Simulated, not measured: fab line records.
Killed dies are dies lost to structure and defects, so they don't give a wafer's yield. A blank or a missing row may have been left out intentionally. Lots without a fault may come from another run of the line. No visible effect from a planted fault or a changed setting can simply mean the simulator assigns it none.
fab line records    flow sky130
record: lots: 13  wafers: 39  last-day: 50
route steps=708 shown VT_ADJUST_NCORE@130 SONOS_TUNNEL@162 POLY_GATE@230 LDD_HVN@274 PAD_OPEN@708
lots with no fault: from the same line, run without faults
start-h: start of the lot's first displayed wafer, in hours after the record's first day    wait-h: hours from the lot's prior step to this one    " unchanged from the row above    L1.1+2: a row that stands for several wafers    - value missing, or start not given    * or withheld: withheld    < > ~ a bound
route shown NAME@n: NAME is a module with steps in the file, n the number in the route of the first one    usual: the fault-free wafers' mean and standard deviation    same: alike in all rows    chamber/n: place in a boat    sites: readings site by site    _std_site: standard deviation of those values    _edge_site: the outer-site mean with the inner-site mean subtracted    radius-mm: for every site, how far away it sits from the centre of the wafer    mask NAME#n: copy n    behind: tool/chamber where the wafer was last shaped    hold: the reason the lot was held/the length of the hold in hours/how it ended    device: which transistor (n, p or np) failed to switch    end of line: the tests these same wafers got at the end of their route    for a step that has no rows: nothing shown but its recipe    killed: count of dies lost to structure and defects at first sort (not the wafer's yield)    map: a wafer's dies, marking killed ones x, the rest . and places with no die _
set.NAME: the setting that was run; set.NAME@STEP: the one run at that earlier step    model.NAME: the simulator's own value behind a step, which no gauge read
a sample of lots followed through the steps of the route, with each step as a table and each wafer as a row
services: the hour from which a tool's chamber was out of use, counted from the record's first day as start-h (under 0 if before that day), plus the number of hours and why
== steps ==
step: SKY_VT_ADJUST_NCORE_TW_MEAS_11
usual: VT_ADJUST_NCORE_TW: 218.5/1.2
lot.wafer  tool           chamber  start-h  wait-h  VT_ADJUST_NCORE_TW
L385.3     film-metro-01  -        192.71   0.1     218.0
L385.4     "              -        "        "       217.9
L385.6     "              -        "        "       217.5
L387.1     film-metro-01  -        196.34   0.1     216.6
L387.4     "              -        "        "       217.6
L387.6     "              -        "        "       217.3
L390.1     film-metro-04  -        214.15   0.1     217.6
L390.3     "              -        "        "       218.4
L390.5     "              -        "        "       218.0
L392.1     film-metro-04  -        236.33   0.1     220.4
L392.2     "              -        "        "       219.5
L392.5     "              -        "        "       219.3
L394.1     film-metro-01  -        256.76   0.1     217.5
L394.3     "              -        "        "       216.9
L394.5     "              -        "        "       218.2
L395.1     film-metro-01  -        257.19   0.1     218.5
L395.2     "              -        "        "       218.1
L395.6     "              -        "        "       218.0
L396.1     film-metro-01  -        269.15   0.1     218.3
L396.2     "              -        "        "       216.5
L396.3     "              -        "        "       217.4
L397.1     film-metro-03  -        271.45   0.1     219.3
L397.4     "              -        "        "       219.5
L397.6     "              -        "        "       220.4
L403.2     film-metro-04  -        311.97   0.1     217.4
L403.4     "              -        "        "       217.8
L403.6     "              -        "        "       218.5
L404.3     film-metro-01  -        318.42   0.1     218.9
L404.4     "              -        "        "       218.0
L404.6     "              -        "        "       218.5
L405.2     film-metro-04  -        324.41   0.1     219.3
L405.3     "              -        "        "       218.8
L405.5     "              -        "        "       218.5
L406.2     film-metro-04  -        326.86   0.1     219.3
L406.3     "              -        "        "       219.8
L406.5     "              -        "        "       219.0
L408.1     film-metro-01  -        343.21   0.1     218.7
L408.2     "              -        "        "       218.7
L408.4     "              -        "        "       217.6
step: SKY_SONOS_TUNNEL_OVL_MEAS_08
usual: SONOS_TUNNEL_OVL: 0.9/1.3
lot.wafer  tool        chamber  start-h  wait-h  SONOS_TUNNEL_OVL[nm]
L385.3     overlay-01  -        261.88   0.1     0.5
L385.4     "           -        "        "       0.3
L385.6     "           -        "        "       0.3
L387.1     overlay-01  -        265.62   0.1     -0.2
L387.4     "           -        "        "       -0.7
L387.6     "           -        "        "       2.1
L390.1     overlay-02  -        284.34   0.1     0.7
L390.3     "           -        "        "       1.2
L390.5     "           -        "        "       -0.3
L392.1     overlay-02  -        309.27   0.1     0.8
L392.2     "           -        "        "       2.0
L392.5     "           -        "        "       -0.6
L394.1     overlay-01  -        330.33   0.1     2.0
L394.3     "           -        "        "       0.7
L394.5     "           -        "        "       2.7
L395.1     overlay-02  -        330.63   0.1     0.9
L395.2     "           -        "        "       2.7
L395.6     "           -        "        "       3.3
L396.1     overlay-01  -        344.13   0.1     1.7
L396.2     "           -        "        "       3.1
L396.3     "           -        "        "       3.6
L397.1     overlay-02  -        348.51   0.1     0.2
L397.4     "           -        "        "       0.9
L397.6     "           -        "        "       0.1
L403.2     overlay-02  -        393.44   0.1     0.2
L403.4     "           -        "        "       0.9
L403.6     "           -        "        "       0.3
L404.3     overlay-01  -        401.05   0.1     -0.4
L404.4     "           -        "        "       -0.7
L404.6     "           -        "        "       -0.1
L405.2     overlay-01  -        407.47   0.1     0.7
L405.3     "           -        "        "       0.2
L405.5     "           -        "        "       0.7
L406.2     overlay-01  -        410.02   0.1     2.8
L406.3     "           -        "        "       1.1
L406.5     "           -        "        "       1.7
L408.1     overlay-02  -        429.61   0.1     -1.2
L408.2     "           -        "        "       0.5
L408.4     "           -        "        "       1.2
step: SKY_POLY_GATE_ETCH_16
recipe: stop-on: poly-Si  chemistry: CH3F/O2  target: Si3N4  source-w: 400  bias-w: 80  pressure-mtorr: 25  ch3f-flow-sccm: 40  O2_flow_sccm: 30  time-s: 147.5  target-depth-a: 750
usual: ch3f-flow-sccm: 39.99/0.13  drypump-motor-current-A: 5.6/0.49  oes-product-au: 0.640/0.005  run-length-s: 175.9/0.41  throttle-valve-pct: 10.535/0.0085
lot.wafer  tool         chamber  start-h  wait-h  ch3f-flow-sccm  drypump-motor-current-A  oes-product-au  rf-hours-counter-h  run-length-s  throttle-valve-pct
L385.3     rie-diel-03  0        382.75   0.0     40.05           5.6                      0.641           11                  175.7         10.542
L385.4     "            3        "        "       40.01           5.1                      0.633           103                 175.4         10.554
L385.6     "            2        "        "       40.03           5.1                      0.638           -                   175.4         10.565
L387.1     rie-diel-03  2        386.40   0.0     40.01           5.1                      0.642           33                  175.7         10.549
L387.4     "            1        "        "       40.17           5.8                      0.641           7                   176.3         10.531
L387.6     "            2        "        "       40.09           5.2                      0.644           -                   175.5         10.523
L390.1     rie-diel-03  2        407.64   0.0     39.72           5.1                      0.639           34                  175.3         10.524
L390.3     "            3        "        "       39.85           5.1                      0.638           104                 175.4         10.532
L390.5     "            2        "        "       39.89           5.1                      0.637           -                   175.8         10.534
L392.1     rie-diel-04  3        435.78   0.0     40.19           6.7                      0.650           5                   175.1         10.527
L392.2     "            0        "        "       40.08           5.6                      0.640           64                  175.9         10.525
L392.5     "            0        "        "       40.05           5.6                      0.640           -                   176.3         10.540
L395.1     rie-diel-04  2        464.25   0.0     39.91           5.6                      0.635           83                  175.6         10.516
L395.2     "            3        "        "       39.84           6.6                      0.642           6                   175.3         10.532
L395.6     "            2        "        "       39.90           5.6                      0.636           -                   175.7         10.536
L394.1     rie-diel-01  1        465.60   0.0     39.85           6.4                      0.643           6                   175.7         10.541
L394.3     "            2        "        "       39.99           4.7                      0.639           43                  176.5         10.533
L394.5     "            2        "        "       39.93           4.7                      0.643           -                   176.4         10.524
L396.1     rie-diel-03  1        475.14   0.0     39.98           5.8                      0.640           9                   176.3         10.544
L396.2     "            2        "        "       40.02           5.1                      0.641           35                  175.5         10.536
L396.3     "            0        "        "       40.03           5.7                      0.644           13                  175.9         10.547
L397.1     rie-diel-03  0        481.68   0.0     40.06           5.7                      0.645           13                  176.0         10.549
L397.4     "            1        "        "       40.05           5.8                      0.647           9                   176.1         10.527
L397.6     "            1        "        "       40.04           5.8                      0.643           -                   176.6         10.539
L403.2     rie-diel-04  0        526.44   0.0     39.73           5.5                      0.640           66                  176.4         10.533
L403.4     "            1        "        "       39.97           5.5                      0.672           8                   165.0         10.558
L403.6     "            1        "        "       39.82           5.5                      0.681           -                   165.1         10.532
L404.3     rie-diel-03  2        538.20   0.0     40.32           5.1                      0.635           36                  175.5         10.544
L404.4     "            0        "        "       39.95           5.7                      0.631           14                  175.7         10.536
L404.6     "            0        "        "       39.85           5.7                      0.636           -                   175.8         10.535
L405.2     rie-diel-03  1        541.14   0.0     39.98           5.8                      0.630           10                  176.3         10.529
L405.3     "            2        "        "       39.86           5.1                      0.641           36                  175.4         10.523
L405.5     "            3        "        "       40.04           5.1                      0.638           -                   175.6         10.546
L406.2     rie-diel-03  3        545.43   0.0     39.89           5.1                      0.639           2                   175.8         10.536
L406.3     "            0        "        "       39.95           5.7                      0.643           14                  176.0         10.535
L406.5     "            2        "        "       39.84           5.1                      0.641           -                   175.3         10.536
L408.1     rie-diel-03  2        568.03   0.0     39.94           5.1                      0.643           37                  175.6         10.531
L408.2     "            1        "        "       40.10           5.8                      0.643           11                  176.3         10.532
L408.4     "            3        "        "       39.96           5.1                      0.626           2                   175.6         10.518
step: SKY_LDD_HVN_OVL_MEAS_07
usual: LDD_HVN_OVL: 0.9/1.2
lot.wafer  tool        chamber  start-h  wait-h  LDD_HVN_OVL[nm]
L385.3     overlay-02  -        477.29   0.1     0.6
L385.4     "           -        "        "       1.0
L385.6     "           -        "        "       -0.1
L387.1     overlay-01  -        482.28   0.1     2.1
L387.4     "           -        "        "       0.0
L387.6     "           -        "        "       3.1
L390.1     overlay-01  -        503.88   0.1     0.6
L390.3     "           -        "        "       1.8
L390.5     "           -        "        "       0.8
L392.1     overlay-01  -        531.34   0.1     0.4
L392.2     "           -        "        "       2.5
L392.5     "           -        "        "       0.1
L395.1     overlay-01  -        558.53   0.1     -1.0
L395.2     "           -        "        "       -0.5
L395.6     "           -        "        "       -0.2
L394.1     overlay-01  -        560.04   0.1     1.8
L394.3     "           -        "        "       1.6
L394.5     "           -        "        "       2.8
L396.1     overlay-01  -        569.84   0.1     -0.3
L396.2     "           -        "        "       0.3
L396.3     "           -        "        "       0.8
L397.1     overlay-02  -        575.74   0.1     0.3
L397.4     "           -        "        "       0.1
L397.6     "           -        "        "       -0.1
L403.2     overlay-01  -        619.94   0.1     1.5
L403.4     "           -        "        "       2.3
L403.6     "           -        "        "       2.4
L404.3     overlay-02  -        632.23   0.1     -0.2
L404.4     "           -        "        "       1.0
L404.6     "           -        "        "       1.8
L405.2     overlay-02  -        633.80   0.1     2.8
L405.3     "           -        "        "       2.3
L405.5     "           -        "        "       3.1
L406.2     overlay-02  -        637.14   0.1     0.8
L406.3     "           -        "        "       1.0
L406.5     "           -        "        "       0.2
L408.1     overlay-01  -        659.01   0.1     0.9
L408.2     "           -        "        "       0.2
L408.4     "           -        "        "       1.7
step: SKY_PAD_OPEN_PROBE_99
usual: killed_at_M0_to_M3: 43/7.2  killed_at_M4_up: 3.1/1.8  killed-at-contacts: 24/5.4  killed-at-front-end: 15/4.4  killed-at-other: 0.4/0.56  killed-dies: 86/9.3  killed-open: 47/6.9  killed-short: 39/6.6
same: gross-dies: 492  killed-at-back-side: 0
lot.wafer  tool       chamber  start-h  wait-h  killed_at_M0_to_M3  killed_at_M4_up  killed-at-contacts  killed-at-front-end  killed-at-other  killed-dies  killed-open  killed-short
L396.1     prober-02  -        1143.76  0.1     45                  1                23                  15                   2                86           46           39
L396.2     prober-02  -        1143.81  0.1     38                  2                25                  15                   0                80           54           26
L396.3     prober-02  -        1143.86  0.2     34                  1                31                  17                   0                83           46           37
killed by level:class
L396.1 VIA1:geometric-particle:open=12 METAL2:geometric-particle:short=11 LOCAL_INTERCONNECT:geometric-particle:short=7 VIA2:geometric-particle:open=7 CONTACT:geometric-particle:open=6 VIA3:geometric-particle:open=6 POLY_GATE:geometric-particle:open=5 METAL1:geometric-particle:short=4
L396.2 VIA1:geometric-particle:open=14 CONTACT:geometric-particle:open=10 LI_CONTACT:geometric-particle:open=9 FIELD_ISO:geometric-particle:open=6 VIA3:geometric-particle:open=5 VIA2:geometric-particle:open=5 POLY_GATE:geometric-particle:open=3 CONTACT:geometric-particle:short=3
L396.3 CONTACT:geometric-particle:open=16 VIA1:geometric-particle:open=9 FIELD_ISO:geometric-particle:short=7 LOCAL_INTERCONNECT:geometric-particle:short=6 VIA2:geometric-particle:open=5 FIELD_ISO:geometric-particle:open=4 CONTACT:geometric-particle:short=4 VIA1:geometric-particle:short=4
== services ==
tool         chamber  start-h  hours  kind
rie-diel-04  0        408.14   15.7   repair
rie-diel-01  3        422.28   -      clean
rie-diel-01  3        422.28   20.2   scheduled-down
rie-diel-01  3        422.28   20.2   vent-cycle
rie-diel-03  2        426.35   4.7    repair
rie-diel-03  -        427.10   0.7    repair
rie-diel-03  3        433.96   -      clean
rie-diel-03  3        433.96   15.8   scheduled-down
rie-diel-03  3        433.96   15.8   vent-cycle
rie-diel-03  -        440.56   14.6   pm
rie-diel-04  0        445.10   16.5   repair
rie-diel-04  2        448.81   2.5    repair
rie-diel-01  -        479.23   14.6   pm
rie-diel-04  1        485.35   2.8    repair
rie-diel-03  -        490.14   0.7    repair
rie-diel-01  -        496.16   1.4    repair
rie-diel-03  0        503.83   1.9    repair
rie-diel-03  2        516.52   2.2    repair
rie-diel-04  2        543.03   -      clean
rie-diel-04  2        543.03   17.5   scheduled-down
rie-diel-04  2        543.03   17.5   vent-cycle
== key ==
first-sign: step: SKY_POLY_GATE_ETCH_16  reading: run-length-s  direction: down  sigmas: 27  usual: *  struck: *
effect: step: SKY_POLY_GATE_ETCH_16  reading: oes-product-au  direction: up  sigmas: 7.3  usual: 0.640  struck: 0.676
met-at SKY_POLY_GATE_ETCH_16
struck-lots L403
struck-wafers L403.4,L403.6
tester-left-out L403
not-acting-at SKY_VT_ADJUST_NCORE_TW_MEAS_11,SKY_SONOS_TUNNEL_OVL_MEAS_08,SKY_LDD_HVN_OVL_MEAS_07
fault: kind: process-parameter-drift  tool: rie-diel-04  chamber: 1  onset-h: 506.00  steps: SKY_POLY_GATE_ETCH_16  channel: time-s  offset: *  shape: step  end-h: 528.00  acts-in: *  stated: *
tester-left-out: of these lots the tester's yield and bins aren't shown, on N5 and GAA mostly nor the transistor test; their killed dies are dies lost to structure and defects alone, not to doping, threshold or leakage, so they don't give the yield
